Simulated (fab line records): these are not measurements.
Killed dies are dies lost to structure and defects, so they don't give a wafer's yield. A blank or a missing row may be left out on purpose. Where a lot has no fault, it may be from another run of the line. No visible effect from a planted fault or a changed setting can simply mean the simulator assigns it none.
Which tool did it? / flow gf180mcu / 12 lots with 36 wafers sampled at 5 steps, on a route of 602 steps

## WHAT THE GAUGES READ, wafer by wafer
GF_MVPSD_TW_MEAS_11.
lot=L510; measured=day 5 08:12; on=film metro-02; MVPSD_TW=578 580 581
lot=L518; measured=day 7 07:59; on=film metro-01; MVPSD_TW=588 586 588
lot=L520; measured=day 7 21:28; on=film metro-02; MVPSD_TW=554 554 556
lot=L521; measured=day 7 23:19; on=film metro-01; MVPSD_TW=589 586 586
lot=L522; measured=day 8 06:46; on=film metro-04; MVPSD_TW=557 554 556
lot=L523; measured=day 8 12:29; on=film metro-01; MVPSD_TW=561 561 562
lot=L524; measured=day 9 04:14; on=film metro-02; MVPSD_TW=552 555 554
lot=L526; measured=day 9 09:49; on=film metro-01; MVPSD_TW=556 559 555
lot=L527; measured=day 9 10:14; on=film metro-02; MVPSD_TW=556 551 552
lot=L528; measured=day 9 20:49; on=film metro-04; MVPSD_TW=557 558 558
lot=L529; measured=day 10 05:31; on=film metro-02; MVPSD_TW=553 555 555
lot=L531; measured=day 10 13:36; on=film metro-01; MVPSD_TW=556 561 553

GF_VT_IMPLANT_RS_MEAS_49: measurement is done with a four-point probe.
lot=L510; measured=day 7 21:46; on=film metro-01; MVPSD_RS (ohm/sq)=1001 1001 1002
lot=L518; measured=day 10 03:10; on=film metro-02; MVPSD_RS (ohm/sq)=1006 1009 1008
lot=L520; measured=day 10 20:11; on=film metro-04; MVPSD_RS (ohm/sq)=1169 1170 1170
lot=L521; measured=day 10 21:31; on=film metro-02; MVPSD_RS (ohm/sq)=1007 1007 1009
lot=L522; measured=day 11 06:20; on=film metro-02; MVPSD_RS (ohm/sq)=1167 1167 1170
lot=L523; measured=day 11 12:53; on=film metro-01; MVPSD_RS (ohm/sq)=1165 1167 1165
lot=L524; measured=day 12 07:34; on=film metro-01; MVPSD_RS (ohm/sq)=1166 1161 1165
lot=L526; measured=day 12 12:48; on=film metro-02; MVPSD_RS (ohm/sq)=1173 1173 1173
lot=L527; measured=day 12 13:28; on=film metro-01; MVPSD_RS (ohm/sq)=1169 1169 1169
lot=L528; measured=day 13 02:50; on=film metro-04; MVPSD_RS (ohm/sq)=1167 1169 1165
lot=L529; measured=day 13 11:16; on=film metro-01; MVPSD_RS (ohm/sq)=1165 1163 1167
lot=L531; measured=day 13 19:17; on=film metro-04; MVPSD_RS (ohm/sq)=1171 1171 1168

GF_SALICIDE_THK_MEAS_05: measures by xrf.
lot=L510; measured=day 15 16:21; on=film metro-02; SALICIDE_TIN_THK (nm)=19.73 19.93 19.74
lot=L518; measured=day 18 12:02; on=film metro-04; SALICIDE_TIN_THK (nm)=20.05 20.07 20.09
lot=L520; measured=day 19 16:03; on=film metro-02; SALICIDE_TIN_THK (nm)=19.97 20.41 20.37
lot=L521; measured=day 19 17:31; on=film metro-03; SALICIDE_TIN_THK (nm)=20.05 19.70 19.45
lot=L522; measured=day 20 00:55; on=film metro-02; SALICIDE_TIN_THK (nm)=19.87 19.97 19.72
lot=L523; measured=day 20 08:02; on=film metro-04; SALICIDE_TIN_THK (nm)=19.77 20.08 19.83
lot=L524; measured=day 21 10:22; on=film metro-04; SALICIDE_TIN_THK (nm)=19.82 20.18 20.35
lot=L526; measured=day 21 21:42; on=film metro-02; SALICIDE_TIN_THK (nm)=19.76 19.48 19.73
lot=L527; measured=day 21 22:14; on=film metro-03; SALICIDE_TIN_THK (nm)=19.64 20.10 19.76
lot=L528; measured=day 22 05:40; on=film metro-03; SALICIDE_TIN_THK (nm)=19.31 19.58 19.65
lot=L529; measured=day 22 14:52; on=film metro-02; SALICIDE_TIN_THK (nm)=19.96 19.87 19.69
lot=L531; measured=day 22 23:00; on=film metro-02; SALICIDE_TIN_THK (nm)=19.72 19.69 19.78

## WHICH TOOL RAN EACH LOT (tool, then ch and the chambers of the sampled wafers, then the start)
lot=L510; GF_MVPSD_IMPLANT_09=implanter-04 ch 0, day 5 07:37; GF_HV_LDD_STRIP_22=plasma asher-03 ch 0,1, day 11 05:14
lot=L518; GF_MVPSD_IMPLANT_09=implanter-02 ch 0, day 7 07:27; GF_HV_LDD_STRIP_22=plasma asher-04 ch 0,1, day 13 15:36
lot=L520; GF_MVPSD_IMPLANT_09=implanter-04 ch 0, day 7 21:14; GF_HV_LDD_STRIP_22=plasma asher-04 ch 0,1, day 14 15:34
lot=L521; GF_MVPSD_IMPLANT_09=implanter-02 ch 0, day 7 22:45; GF_HV_LDD_STRIP_22=plasma asher-02 ch 0,1, day 14 15:41
lot=L522; GF_MVPSD_IMPLANT_09=implanter-04 ch 0, day 8 06:31; GF_HV_LDD_STRIP_22=plasma asher-04 ch 0,1, day 14 22:56
lot=L523; GF_MVPSD_IMPLANT_09=implanter-02 ch 0, day 8 12:16; GF_HV_LDD_STRIP_22=plasma asher-03 ch 0,1, day 15 06:25
lot=L524; GF_MVPSD_IMPLANT_09=implanter-04 ch 0, day 9 03:59; GF_HV_LDD_STRIP_22=plasma asher-04 ch 0,1, day 16 04:14
lot=L526; GF_MVPSD_IMPLANT_09=implanter-01 ch 0, day 9 09:34; GF_HV_LDD_STRIP_22=plasma asher-03 ch 0,1, day 16 15:22
lot=L527; GF_MVPSD_IMPLANT_09=implanter-02 ch 0, day 9 10:01; GF_HV_LDD_STRIP_22=plasma asher-03 ch 0,1, day 16 16:23
lot=L528; GF_MVPSD_IMPLANT_09=implanter-02 ch 0, day 9 20:34; GF_HV_LDD_STRIP_22=plasma asher-04 ch 0,1, day 17 00:25
lot=L529; GF_MVPSD_IMPLANT_09=implanter-04 ch 0, day 10 05:16; GF_HV_LDD_STRIP_22=plasma asher-04 ch 0,1, day 17 09:12
lot=L531; GF_MVPSD_IMPLANT_09=implanter-02 ch 0, day 10 13:21; GF_HV_LDD_STRIP_22=plasma asher-02 ch 0,1, day 17 17:34
- GF_MVPSD_IMPLANT_09
- GF_HV_LDD_STRIP_22: strips in O2/N2.

## WHAT THE TOOLS THEMSELVES READ (means of the sampled wafers that have a number; where no wafer has one, the mark that the record gives instead)
GF_HV_LDD_STRIP_22.
lot=L510; tool=plasma asher-03; drypump motor current A (A)=5.62; heater power w (W)=358; n2 flow sccm (sccm)=300.1; oes product au (a.u.)=0.718; strip time to endpoint s (s)=12.641
lot=L518; tool=plasma asher-04; drypump motor current A (A)=5.78; heater power w (W)=344; n2 flow sccm (sccm)=300.0; oes product au (a.u.)=0.716; strip time to endpoint s (s)=12.611
lot=L520; tool=plasma asher-04; drypump motor current A (A)=5.79; heater power w (W)=335; n2 flow sccm (sccm)=299.2; oes product au (a.u.)=0.717; strip time to endpoint s (s)=12.614
lot=L521; tool=plasma asher-02; drypump motor current A (A)=5.67; heater power w (W)=372; n2 flow sccm (sccm)=300.9; oes product au (a.u.)=0.720; strip time to endpoint s (s)=12.591
lot=L522; tool=plasma asher-04; drypump motor current A (A)=5.77; heater power w (W)=335; n2 flow sccm (sccm)=300.6; oes product au (a.u.)=0.721; strip time to endpoint s (s)=12.601
lot=L523; tool=plasma asher-03; drypump motor current A (A)=5.60; heater power w (W)=373; n2 flow sccm (sccm)=299.8; oes product au (a.u.)=0.716; strip time to endpoint s (s)=12.652
lot=L524; tool=plasma asher-04; drypump motor current A (A)=5.77; heater power w (W)=331; n2 flow sccm (sccm)=300.3; oes product au (a.u.)=0.717; strip time to endpoint s (s)=12.622
lot=L526; tool=plasma asher-03; drypump motor current A (A)=5.58; heater power w (W)=379; n2 flow sccm (sccm)=300.3; oes product au (a.u.)=0.715; strip time to endpoint s (s)=12.629
lot=L527; tool=plasma asher-03; drypump motor current A (A)=5.58; heater power w (W)=380; n2 flow sccm (sccm)=301.0; oes product au (a.u.)=0.720; strip time to endpoint s (s)=12.663
lot=L528; tool=plasma asher-04; drypump motor current A (A)=5.76; heater power w (W)=340; n2 flow sccm (sccm)=300.0; oes product au (a.u.)=0.716; strip time to endpoint s (s)=12.660
lot=L529; tool=plasma asher-04; drypump motor current A (A)=5.81; heater power w (W)=345; n2 flow sccm (sccm)=300.0; oes product au (a.u.)=0.714; strip time to endpoint s (s)=12.637
lot=L531; tool=plasma asher-02; drypump motor current A (A)=5.85; heater power w (W)=397; n2 flow sccm (sccm)=300.6; oes product au (a.u.)=0.711; strip time to endpoint s (s)=12.637

## THE ANSWER, worked out from the rows above alone
Rule: the lots themselves supply what counts as usual. Put in order of their means at a reading, lots are off if they are a third of the lots or fewer, leave a main group of 4 or more, and stand apart from it by a gap of 3 or more times the standard deviation of the main group's means; of several such gaps the widest counts. Not used: any main group whose means are identical at the precision the tables above print for the reading. Also off: a lot with no number at a reading for which 4 or more lots have one. Any other lot the step has rows for is counted as sound. Order of review: gauges by route order, followed by the tools' own readings, for which a lot's mean as printed above is used. The first step at which some lot is off is used, and at that step the reading that is off furthest; a lot without a number counts as furthest.
Off: at GF_MVPSD_TW_MEAS_11 (MVPSD_TW), L510, L518, L521. Main group: mean 556, sd 2.4.
If a tool, at a process step before that reading, ran all the lots that are off and no sound lot after the first of them, it fits. The gauges at GF_MVPSD_TW_MEAS_11 are tried like those tools. None of those tried fits.

## WHAT THE SIMULATOR HAD PUT IN
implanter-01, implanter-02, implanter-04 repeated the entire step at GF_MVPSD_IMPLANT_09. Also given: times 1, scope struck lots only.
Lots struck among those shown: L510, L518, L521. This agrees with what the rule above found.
